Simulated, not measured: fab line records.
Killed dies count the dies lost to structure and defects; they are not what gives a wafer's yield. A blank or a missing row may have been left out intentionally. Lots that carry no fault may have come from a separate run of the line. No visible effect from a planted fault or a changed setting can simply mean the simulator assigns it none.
Matching of chambers || flow sfq-line || SFQ_TRILAYER_I6_CMP_CMP_166 on cmp-02 has 4 sister chambers
The step polishes SiO2. 7 wafers are shown with their chamber, then 7 later ones without.

WAFERS, EACH WITH ITS CHAMBER
{"wafer": "L223.5", "chamber": 2, "motor-current-A (A)": 9.7, "time-to-endpoint-s (s)": 210}
{"wafer": "L225.3", "chamber": 3, "motor-current-A (A)": 11.3, "time-to-endpoint-s (s)": 203}
{"wafer": "L225.2", "chamber": 2, "motor-current-A (A)": 10.6, "time-to-endpoint-s (s)": 214}
{"wafer": "L225.5", "chamber": 0, "motor-current-A (A)": 9.8, "time-to-endpoint-s (s)": 217}
{"wafer": "L226.1", "chamber": 0, "motor-current-A (A)": 10.0, "time-to-endpoint-s (s)": 212}
{"wafer": "L226.6", "chamber": 1, "motor-current-A (A)": 9.3, "time-to-endpoint-s (s)": 218}
{"wafer": "L228.1", "chamber": 1, "motor-current-A (A)": 8.9, "time-to-endpoint-s (s)": 205}

WAFERS WHOSE CHAMBER IS MISSING
{"wafer": "L228.6", "motor-current-A (A)": 9.4, "time-to-endpoint-s (s)": 218}
{"wafer": "L241.4", "motor-current-A (A)": 10.3, "time-to-endpoint-s (s)": 238}
{"wafer": "L241.5", "motor-current-A (A)": 11.6, "time-to-endpoint-s (s)": 225}
{"wafer": "L241.6", "motor-current-A (A)": 9.4, "time-to-endpoint-s (s)": 231}
{"wafer": "L242.2", "motor-current-A (A)": 9.9, "time-to-endpoint-s (s)": 226}
{"wafer": "L242.5", "motor-current-A (A)": 11.4, "time-to-endpoint-s (s)": 219}
{"wafer": "L242.6", "motor-current-A (A)": 9.1, "time-to-endpoint-s (s)": 222}

WHICH CHAMBER EACH ONE RAN IN
{"wafer": "L228.6", "from the rows above": "can't be placed: 1 or 0 or 2", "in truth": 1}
{"wafer": "L241.4", "from the rows above": "can't be placed: 0 or 2 or 1", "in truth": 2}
{"wafer": "L241.5", "from the rows above": "can't be placed: 3 or 2 or 0", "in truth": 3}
{"wafer": "L241.6", "from the rows above": "can't be placed: 0 or 1 or 2", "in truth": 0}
{"wafer": "L242.2", "from the rows above": "can't be placed: 0 or 2 or 1", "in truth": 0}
{"wafer": "L242.5", "from the rows above": "can't be placed: 3 or 2 or 0", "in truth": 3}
{"wafer": "L242.6", "from the rows above": "can't be placed: 1 or 0 or 2", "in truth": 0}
Correctly placed: 0 of 7. Can't be placed from these rows: 7 (the true chamber is among the candidates in 7). Number placed wrongly: 0.
How it was worked out, from the rows above alone: a wafer's distance from a chamber is the root of the sum, over the readings, of the square of ((its reading less the chamber's mean) divided by the reading's scatter). The wafer belongs to the nearest chamber; if the next one is less than 2 further off, it can't be placed. Each chamber's mean is taken over the wafers shown for it. How the scatter is found: for the shown wafers, subtract from each reading the mean of its chamber, square and add these, divide the total by (wafers less chambers), then take the root.
